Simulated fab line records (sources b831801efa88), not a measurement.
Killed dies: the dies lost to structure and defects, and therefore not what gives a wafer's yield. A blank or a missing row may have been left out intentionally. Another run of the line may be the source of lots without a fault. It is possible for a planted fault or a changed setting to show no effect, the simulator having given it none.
Chamber matching -- flow sky130 -- 4 sister chambers for SKY_CONTACT_CMP_27 on cmp-01
The step polishes, stops on SiO2, t overpolish 15 s, target thk 0 nm. 8 wafers are shown with their chamber, then 7 later ones without.

== WAFERS, EACH WITH ITS CHAMBER ==
wafer,chamber,time_to_endpoint_s (s),motor_current_A (A)
L513.1,1,86,12.0
L516.3,2,83,11.8
L516.6,0,85,10.6
L521.1,1,83,12.1
L521.2,3,77,12.1
L521.3,2,77,12.8
L532.3,0,82,11.8
L532.4,3,79,12.2

== WAFERS WHOSE CHAMBER IS MISSING ==
wafer,time_to_endpoint_s (s),motor_current_A (A)
L532.5,78,11.9
L531.3,85,11.8
L531.4,84,11.7
L531.5,84,11.0
L533.2,88,11.0
L533.3,81,12.2
L533.4,80,12.3

== EACH ONE'S CHAMBER ==
wafer,from the rows above,in truth
L532.5,can't be placed: 3 or 2 or 0 or 1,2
L531.3,can't be placed: 1 or 0 or 2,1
L531.4,can't be placed: 1 or 0 or 2 or 3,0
L531.5,can't be placed: 0 or 1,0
L533.2,can't be placed: 0 or 1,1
L533.3,can't be placed: 2 or 3 or 1 or 0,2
L533.4,can't be placed: 2 or 3 or 1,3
Placed correctly: 0 of 7. Can't be placed from these rows: 7 (the true chamber is among the candidates in 7). Number placed wrongly: 0.
How it was worked out, from the rows above alone: a wafer's distance from a chamber is the root of the sum, over the readings, of the square of ((its reading less the chamber's mean) divided by the reading's scatter). The wafer belongs to the nearest chamber; if the next one is less than 2 further off, it can't be placed. The mean given for a chamber averages the wafers shown for that chamber. How the scatter is found: for the shown wafers, subtract from each reading the mean of its chamber, square and add these, divide the total by (wafers less chambers), then take the root.
